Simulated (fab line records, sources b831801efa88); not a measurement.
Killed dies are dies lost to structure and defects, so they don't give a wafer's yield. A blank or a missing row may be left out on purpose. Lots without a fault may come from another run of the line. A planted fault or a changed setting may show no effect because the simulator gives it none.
Split-lot experiment | flow gf180mcu | 5 lots, 23 wafers read, on a route of 602 steps

THE SPLIT
At GF_PSD_EXPOSE_04 (exposes mask Pplus, target cd 400 nm), the setting dose_mj was moved away from the recipe's 140 on 4 of the 23 wafers read, by +7.0% to +7.1%. The other wafers ran this setting at the recipe's value.

FROM THE SPLIT TO THE READING: what the file shows between them, 2 steps
- GF_PSD_PEB_05
- GF_PSD_DEVELOP_06: develop time 60 s

THE READING
cd_nm, in nm, at GF_PSD_CD_MEAS_07 (target cd 400 nm). Fault-free wafers of this fab line usually give 399.0 nm, standard deviation 2.2 nm.

wafer  | tool, chamber at the split | dose_mj as run | against the recipe | cd_nm, nm | against lot-mates on the recipe
L074.1 | iline_stepper-02, 0        | 140            | recipe             | 398.4     | -
L074.4 | iline_stepper-02, 0        | 140            | recipe             | 397.8     | -
L074.6 | iline_stepper-02, 0        | 140            | recipe             | 397.5     | -
L078.1 | iline_stepper-02, 0        | 140            | recipe             | 400.1     | -
L078.2 | iline_stepper-02, 0        | 149.9          | +7.1%              | 417.6     | +18.8
L078.3 | iline_stepper-02, 0        | 140            | recipe             | 397.2     | -
L078.4 | iline_stepper-02, 0        | 140            | recipe             | 399.0     | -
L078.6 | iline_stepper-02, 0        | 149.9          | +7.1%              | 417.3     | +18.5
L079.1 | iline_stepper-01, 0        | 140            | recipe             | 397.3     | -
L079.2 | iline_stepper-01, 0        | 140            | recipe             | 396.0     | -
L079.3 | iline_stepper-01, 0        | 140            | recipe             | 395.7     | -
L079.5 | iline_stepper-01, 0        | 140            | recipe             | 400.7     | -
L079.6 | iline_stepper-01, 0        | 140            | recipe             | 400.6     | -
L082.1 | iline_stepper-02, 0        | 140            | recipe             | 398.8     | -
L082.3 | iline_stepper-02, 0        | 140            | recipe             | 400.7     | -
L082.4 | iline_stepper-02, 0        | 140            | recipe             | 401.6     | -
L082.5 | iline_stepper-02, 0        | 140            | recipe             | 399.8     | -
L082.6 | iline_stepper-02, 0        | 140            | recipe             | 399.6     | -
L085.1 | iline_stepper-01, 0        | 149.8          | +7.0%              | 419.5     | +19.4
L085.2 | iline_stepper-01, 0        | 140            | recipe             | 400.7     | -
L085.4 | iline_stepper-01, 0        | 140            | recipe             | 400.0     | -
L085.5 | iline_stepper-01, 0        | 140            | recipe             | 399.6     | -
L085.6 | iline_stepper-01, 0        | 149.8          | +7.0%              | 417.5     | +17.4

THE FIT
A straight line over all 23 wafers: cd_nm changes by +2.7 nm for each +1% of dose_mj; r = +0.98; the points scatter about the line by 1.6 nm.
The same after taking each lot's own level away (the mean of its wafers on the recipe; 23 wafers): +2.64 nm for each +1%; r = +0.98; scatter 1.3 nm.
On that fit, the largest move of dose_mj shifts the reading by 19 nm.
The lots' own levels span 397.90 to 400.10 nm, that is 1.0 times the standard deviation above.
So the lot-to-lot level changes the slope little: the two slopes agree.
Check: with one of the wafers moved furthest among these (+7.1%) left out of the fit, the line predicts +18.6 nm for it against its lot-mates. It came out at +18.8 nm against them.

OTHER SPLITS ON THESE WAFERS
These wafers also went through other splits before the reading. Each is held against what the fit with the lots' levels taken away leaves over:
other split on the same wafers | wafers away from the commonest value | r with cd_nm (lot level and that fit taken away)
GF_POLY_GATE_PEB_08 peb_time_s | 7                                    | -0.05
GF_HV_LDD_EXPOSE_16 dose_mj    | 7                                    | +0.06
GF_HV_LDD_IMPLANT_48 dose_cm2  | 5                                    | +0.29
GF_HV_LDD_CVD_56 temp_c        | 15                                   | +0.01
GF_NSD_DEVELOP_06 dev_temp_c   | 8                                    | +0.06
GF_NSD_IMPLANT_09 energy_kev   | 9                                    | +0.01

THE FILE'S OWN FIT
cd_nm changes by +2.63 nm for each +1% of dose_mj, r = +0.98.
